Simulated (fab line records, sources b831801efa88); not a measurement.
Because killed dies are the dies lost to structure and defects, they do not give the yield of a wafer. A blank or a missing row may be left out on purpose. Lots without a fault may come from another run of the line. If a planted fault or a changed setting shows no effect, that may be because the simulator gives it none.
Which tool did it? + flow gf180mcu + 24 lots, 72 wafers sampled, at 3 steps of a route of 602

WHAT THE GAUGES SHOWED, per wafer
GF_V2_THK_MEAS_03.
| lot  | measured     | on            | V2_CVD_02_THK (nm) |
|------|--------------|---------------|--------------------|
| L074 | day 18 23:01 | film metro-02 | 849 848 859        |
| L075 | day 19 05:13 | film metro-01 | 832 847 858        |
| L076 | day 19 18:48 | film metro-01 | 849 870 869        |
| L077 | day 20 00:56 | film metro-01 | 849 847 849        |
| L078 | day 20 22:08 | film metro-04 | 838 844 858        |
| L079 | day 20 22:51 | film metro-04 | 850 852 867        |
| L080 | day 21 09:15 | film metro-01 | 848 858 859        |
| L081 | day 21 22:39 | film metro-01 | 843 848 864        |
| L082 | day 22 20:35 | film metro-02 | 852 865 856        |
| L083 | day 23 05:32 | film metro-04 | 855 853 859        |
| L084 | day 23 08:37 | film metro-01 | 861 839 853        |
| L085 | day 23 22:57 | film metro-02 | 848 867 853        |
| L086 | day 24 02:46 | film metro-04 | 838 862 851        |
| L087 | day 24 09:38 | film metro-01 | 855 861 860        |
| L089 | day 24 14:43 | film metro-04 | 835 862 847        |
| L088 | day 24 21:46 | film metro-02 | 833 841 844        |
| L090 | day 25 02:15 | film metro-02 | 855 862 863        |
| L092 | day 25 14:20 | film metro-01 | 851 859 847        |
| L091 | day 25 16:20 | film metro-01 | 844 847 855        |
| L093 | day 26 08:41 | film metro-04 | 855 850 871        |
| L094 | day 26 10:35 | film metro-02 | 859 877 870        |
| L095 | day 26 13:16 | film metro-01 | 842 854 853        |
| L096 | day 26 21:18 | film metro-02 | 874 873 859        |
| L097 | day 27 03:32 | film metro-02 | 827 829 843        |

GF_V2_BOW_MEAS_05.
| lot  | measured     | on            | V2_BOW (um) |
|------|--------------|---------------|-------------|
| L074 | day 18 23:22 | film metro-02 | 94 90 106   |
| L075 | day 19 05:35 | film metro-04 | 99 87 96    |
| L076 | day 19 19:11 | film metro-04 | 99 94 91    |
| L077 | day 20 01:19 | film metro-01 | 88 94 93    |
| L078 | day 20 22:30 | film metro-02 | 111 101 100 |
| L079 | day 20 23:13 | film metro-04 | 96 101 102  |
| L080 | day 21 09:38 | film metro-01 | 116 97 113  |
| L081 | day 21 23:01 | film metro-04 | 110 99 101  |
| L082 | day 22 20:58 | film metro-02 | 96 108 95   |
| L083 | day 23 05:53 | film metro-02 | 108 99 98   |
| L084 | day 23 09:00 | film metro-04 | 110 114 116 |
| L085 | day 23 23:20 | film metro-04 | 94 102 95   |
| L086 | day 24 03:14 | film metro-04 | 93 92 100   |
| L087 | day 24 10:04 | film metro-02 | 92 101 113  |
| L089 | day 24 15:06 | film metro-02 | 100 88 96   |
| L088 | day 24 22:11 | film metro-02 | 94 103 100  |
| L090 | day 25 02:40 | film metro-04 | 99 98 95    |
| L092 | day 25 15:37 | film metro-02 | 91 96 106   |
| L091 | day 25 16:42 | film metro-02 | 104 106 97  |
| L093 | day 26 09:02 | film metro-01 | 79 102 95   |
| L094 | day 26 10:57 | film metro-01 | 80 89 86    |
| L095 | day 26 13:50 | film metro-02 | 94 96 86    |
| L096 | day 26 21:41 | film metro-01 | 100 104 85  |
| L097 | day 27 04:04 | film metro-04 | 99 85 96    |

GF_V4_RS_MEAS_24: a four-point-probe measurement.
| lot  | measured     | on            | V4_W_RS (ohm/sq)  |
|------|--------------|---------------|-------------------|
| L074 | day 24 05:00 | film metro-01 | 0.334 0.330 0.330 |
| L075 | day 24 09:16 | film metro-01 | 0.333 0.332 0.335 |
| L076 | day 24 22:26 | film metro-01 | 0.332 0.330 0.332 |
| L077 | day 25 04:25 | film metro-04 | 0.336 0.330 0.331 |
| L078 | day 25 22:05 | film metro-04 | 0.324 0.319 0.322 |
| L079 | day 26 00:19 | film metro-01 | 0.325 0.327 0.324 |
| L080 | day 26 08:47 | film metro-02 | 0.329 0.329 0.328 |
| L081 | day 26 20:13 | film metro-02 | 0.325 0.326 0.326 |
| L082 | day 27 15:16 | film metro-02 | 0.325 0.328 0.326 |
| L083 | day 27 23:37 | film metro-01 | 0.326 0.326 0.326 |
| L084 | day 28 01:51 | film metro-04 | 0.323 0.321 0.325 |
| L085 | day 28 15:14 | film metro-04 | 0.337 0.335 0.331 |
| L086 | day 28 18:41 | film metro-04 | 0.329 0.331 0.328 |
| L087 | day 29 00:10 | film metro-04 | 0.327 0.326 0.330 |
| L089 | day 29 03:44 | film metro-02 | 0.334 0.328 0.332 |
| L088 | day 29 10:01 | film metro-02 | 0.332 0.330 0.328 |
| L090 | day 29 15:55 | film metro-02 | 0.334 0.334 0.332 |
| L092 | day 30 01:51 | film metro-04 | 0.333 0.330 0.333 |
| L091 | day 30 03:25 | film metro-02 | 0.325 0.326 0.324 |
| L093 | day 30 16:41 | film metro-01 | 0.334 0.327 0.328 |
| L094 | day 30 18:32 | film metro-02 | 0.329 0.327 0.329 |
| L095 | day 30 21:04 | film metro-04 | 0.331 0.333 0.328 |
| L096 | day 31 03:41 | film metro-01 | 0.329 0.328 0.329 |
| L097 | day 31 10:08 | film metro-01 | 0.324 0.324 0.326 |

EACH LOT AND THE TOOL THAT RAN IT (in order: tool; ch and the chambers of the sampled wafers; start)
Record: no process step prior to these readings.

WHAT THE TOOLS THEMSELVES READ (means of the sampled wafers that have a number; where no wafer has one, the mark that the record gives instead)
The record holds no such reading with a usual standard deviation.

THE ANSWER, worked out from the rows above alone
Rule: the usual values come from the lots themselves. The widest of any qualifying gaps counts: lots, ordered by their means at a reading, are off when they make up no more than a third of the lots, leave a main group of 4 or more, and stand apart from it by 3 or more times the standard deviation of that group's means. A main group is skipped when, at the precision printed for the reading in the tables above, its means are all equal. A lot without any number at a reading at which 4 lots or more have one is off too. Where the step has rows for the other lots, those lots are counted as sound. The gauges are gone through in route order, then the tools' own readings, and for those a lot's mean is taken as printed above. At the first step where some lot is off, the reading lying furthest off is the one used; lots without a number count as furthest.
No lot is off on any of the readings shown, so nothing can be concluded from this.

WHAT WAS PUT IN BY THE SIMULATOR
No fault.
